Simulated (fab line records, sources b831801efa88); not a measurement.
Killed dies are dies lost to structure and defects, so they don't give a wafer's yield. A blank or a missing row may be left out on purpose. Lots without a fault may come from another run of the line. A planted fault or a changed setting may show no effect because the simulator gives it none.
Which tool did it? | flow sky130 | 6 lots, 18 wafers sampled, at 1 step of a route of 708

WHAT THE GAUGES READ, wafer by wafer
SKY_FIELD_ISO_THK_MEAS_02.
lot  | measured    | on            | FIELD_ISO_OXIDATION_00_THK (nm)
L348 | day 2 07:49 | film_metro-03 | 12.34 12.42 12.21
L350 | day 2 20:02 | film_metro-03 | 11.98 12.10 12.22
L354 | day 3 13:38 | film_metro-01 | 12.15 12.10 12.26
L361 | day 5 00:49 | film_metro-03 | 11.75 11.96 11.71
L364 | day 5 18:22 | film_metro-03 | 12.04 12.09 11.99
L367 | day 6 12:46 | film_metro-01 | 11.75 11.79 11.67

WHICH TOOL RAN EACH LOT (tool, then ch and the chambers of the sampled wafers, then the start)
The record holds no process step before these readings.

THE ANSWER, worked out from the rows above alone
Rule: what is usual is taken from the lots themselves. Put in order of their means at a reading, lots are off if they are a third of the lots or fewer, leave a main group of 4 or more, and stand apart from it by a gap of 3 or more times the standard deviation of the main group's means; of several such gaps the widest counts. A main group whose means are all the same, to the digits that the tables above print for the reading, isn't used. A lot without any number at a reading at which 4 lots or more have one is off too. The other lots that the step has rows for count as sound.
No lot is off at any reading shown: from this, nothing can be told.

WHAT THE SIMULATOR HAD PUT IN
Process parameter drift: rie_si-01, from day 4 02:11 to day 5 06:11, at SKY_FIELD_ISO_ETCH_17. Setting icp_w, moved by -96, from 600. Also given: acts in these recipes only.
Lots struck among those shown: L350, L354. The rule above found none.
